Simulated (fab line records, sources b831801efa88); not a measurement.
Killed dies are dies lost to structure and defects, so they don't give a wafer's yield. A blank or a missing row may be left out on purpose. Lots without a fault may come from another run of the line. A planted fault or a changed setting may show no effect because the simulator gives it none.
Which tool did it? | flow gf180mcu | 7 lots, 21 wafers sampled, at 1 step of a route of 602

WHAT THE GAUGES READ, wafer by wafer
GF_HV_LDD_RS_MEAS_53: measures by four-point-probe.
lot  | measured     | on            | HV_LDD_RS (ohm/sq)
L542 | day 13 04:25 | film_metro-04 | 419.3 419.3 418.5
L547 | day 15 04:35 | film_metro-01 | 419.4 420.2 420.3
L553 | day 17 03:52 | film_metro-01 | 418.9 418.3 417.1
L555 | day 17 16:54 | film_metro-01 | 419.4 419.0 418.4
L558 | day 18 20:26 | film_metro-03 | 421.3 420.5 421.6
L560 | day 19 07:00 | film_metro-03 | 417.9 419.0 420.2
L562 | day 20 03:16 | film_metro-01 | 419.3 418.7 418.5

WHICH TOOL RAN EACH LOT (tool, then ch and the chambers of the sampled wafers, then the start)
The record holds no process step before these readings.

THE ANSWER, worked out from the rows above alone
Rule: what is usual is taken from the lots themselves. Put in order of their means at a reading, lots are off if they are a third of the lots or fewer, leave a main group of 4 or more, and stand apart from it by a gap of 3 or more times the standard deviation of the main group's means; of several such gaps the widest counts. A main group whose means are all the same, to the digits that the tables above print for the reading, isn't used. A lot without any number at a reading at which 4 lots or more have one is off too. The other lots that the step has rows for count as sound.
No lot is off at any reading shown: from this, nothing can be told.

WHAT THE SIMULATOR HAD PUT IN
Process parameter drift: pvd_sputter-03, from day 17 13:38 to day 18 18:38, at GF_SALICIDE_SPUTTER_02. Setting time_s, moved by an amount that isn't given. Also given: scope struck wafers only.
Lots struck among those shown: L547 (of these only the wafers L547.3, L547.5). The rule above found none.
